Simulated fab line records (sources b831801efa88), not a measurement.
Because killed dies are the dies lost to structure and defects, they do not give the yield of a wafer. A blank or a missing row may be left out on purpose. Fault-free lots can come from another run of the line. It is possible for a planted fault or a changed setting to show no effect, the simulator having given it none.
Which tool did it?	flow sky130	13 lots with 39 wafers sampled at 2 steps, on a route of 708 steps

WHAT THE GAUGES SHOWED, per wafer
The record holds no reading of a measuring or inspecting step that can be judged against a usual standard deviation.

EACH LOT AND THE TOOL THAT RAN IT (in order: tool; ch and the chambers of the sampled wafers; start)
lot	SKY_METAL2_SPUTTER_04	SKY_PAD_OPEN_PROBE_99
L801	pvd-sputter-03, day 34 01:30	prober-02, day 45 21:34
L802	pvd-sputter-04, day 34 11:48	prober-01, day 46 04:30
L810	pvd-sputter-01, day 37 02:19	prober-02, day 48 05:01
L811	pvd-sputter-04, day 37 11:41	prober-02, day 48 12:10
L812	pvd-sputter-01, day 37 20:00	prober-01, day 48 19:38
L814	pvd-sputter-01, day 38 03:06	prober-01, day 48 22:27
L817	pvd-sputter-03, day 39 13:55	prober-02, day 49 21:37
L819	pvd-sputter-01, day 40 00:49	prober-02, day 50 07:19
L820	pvd-sputter-03, day 40 10:28	prober-01, day 50 11:10
L821	pvd-sputter-04, day 40 13:10	prober-02, day 50 12:49
L822	pvd-sputter-01, day 40 19:16	prober-01, day 50 17:58
L823	pvd-sputter-03, day 40 22:40	prober-02, day 50 19:58
L824	pvd-sputter-03, day 41 03:43	prober-01, day 51 00:58
- SKY_METAL2_SPUTTER_04: material TiN, target thk 70 nm, time 58.3 s.
- SKY_PAD_OPEN_PROBE_99

AS READ BY THE TOOLS THEMSELVES (means over the sampled wafers that have a number; for cases with no such wafer, the mark the record gives instead)
SKY_METAL2_SPUTTER_04. Usual: cathode-dc-power-W 6499.8 W, standard deviation 1.2; throttle-valve-pct 30.7 %, standard deviation 1.1.
lot	tool	cathode-dc-power-W (W)	throttle-valve-pct (%)	flag
L801	pvd-sputter-03	6499.6	31.5	
L802	pvd-sputter-04	6500.4	30.0	
L810	pvd-sputter-01	6498.8	31.0	
L811	pvd-sputter-04	6846.1	30.9	OFF
L812	pvd-sputter-01	6499.6	30.2	
L814	pvd-sputter-01	6501.8	29.8	
L817	pvd-sputter-03	6499.6	31.4	
L819	pvd-sputter-01	6498.8	29.9	
L820	pvd-sputter-03	6499.8	31.3	
L821	pvd-sputter-04	6499.8	30.7	
L822	pvd-sputter-01	6501.1	30.3	
L823	pvd-sputter-03	6498.9	31.9	
L824	pvd-sputter-03	6499.0	31.6	

SKY_PAD_OPEN_PROBE_99. Usual: defect-limited-yield 82.6 %, standard deviation 1.9; killed_at_M0_to_M3 42, standard deviation 7; killed_at_M4_up 3.2, standard deviation 1.6; killed-at-contacts 24, standard deviation 5.8; killed-at-front-end 16, standard deviation 4.3; killed-at-other 0.3, standard deviation 0.62; killed-dies 86, standard deviation 9.5; killed-open 46, standard deviation 6.4; killed-short 39, standard deviation 6.3; sort_bin_3_pad_short 0.9 %, standard deviation 0.43; sort_bin_5_function 10.5 %, standard deviation 1.4; sort_bin_6_memory 6.1 %, standard deviation 1.2; sort-n-pass 406, standard deviation 9.5; sort-yield-pct 82.6 %, standard deviation 1.9.
lot	tool	defect-limited-yield (%)	killed_at_M0_to_M3	killed_at_M4_up	killed-at-contacts	killed-at-front-end	killed-at-other	killed-dies	killed-open	killed-short	sort_bin_3_pad_short (%)	sort_bin_5_function (%)	sort_bin_6_memory (%)	sort-n-pass	sort-yield-pct (%)	flag
L801	prober-02	83.4	40	2.3	23	16	0.0	82	46	36	0.8	10.5	5.3	410	83.4	
L802	prober-01	83.3	38	2.3	25	16	0.3	82	45	37	0.6	10.8	5.3	410	83.3	
L810	prober-02	82.2	45	3.3	25	13	0.7	87	47	41	0.9	9.9	7.0	405	82.2	
L811	prober-02	82.8	49	2.7	18	14	0.3	84	46	38	0.5	11.3	5.4	408	82.8	
L812	prober-01	80.9	50	3.0	23	17	0.7	94	51	43	0.7	11.8	6.6	398	80.9	
L814	prober-01	79.7	52	4.0	26	18	0.0	100	51	49	0.8	11.7	7.8	392	79.7	
L817	prober-02	83.0	45	3.0	21	14	0.3	84	46	38	0.9	10.4	5.7	408	83.0	
L819	prober-02	82.5	43	4.3	22	16	0.3	86	50	35	0.5	10.1	6.8	406	82.5	
L820	prober-01	82.7	39	3.7	25	17	0.0	85	49	36	0.5	10.1	6.7	407	82.7	
L821	prober-02	83.4	43	2.3	18	18	0.3	82	44	38	0.3	10.6	5.8	410	83.4	
L822	prober-01	83.5	41	1.7	23	15	0.3	81	42	39	0.7	9.3	6.5	411	83.5	
L823	prober-02	84.8	33	3.7	23	14	0.7	75	38	35	1.2	9.2	4.8	417	84.8	
L824	prober-01	84.8	34	3.0	26	11	0.7	75	40	35	0.4	8.7	6.0	417	84.8	

THE ANSWER, worked out from the rows above alone
Rule: take the mean of a lot's wafers that have a number; if it is more than 3 standard deviations from the usual mean, the lot is off. Also off: a lot with no number at a reading for which 4 or more lots have one. Any other lot the step has rows for is counted as sound. Order of review: gauges by route order, followed by the tools' own readings, for which a lot's mean as printed above is used. The first step at which some lot is off is used, and at that step the reading that is off furthest; a lot without a number counts as furthest.
Off: L811, at SKY_METAL2_SPUTTER_04 (cathode-dc-power-W).
A tool fits if, at that step or a process step before it, it ran every lot that is off, and no sound lot after the first of them. Of those tried, none fits.

WHAT HAD BEEN PUT IN BY THE SIMULATOR
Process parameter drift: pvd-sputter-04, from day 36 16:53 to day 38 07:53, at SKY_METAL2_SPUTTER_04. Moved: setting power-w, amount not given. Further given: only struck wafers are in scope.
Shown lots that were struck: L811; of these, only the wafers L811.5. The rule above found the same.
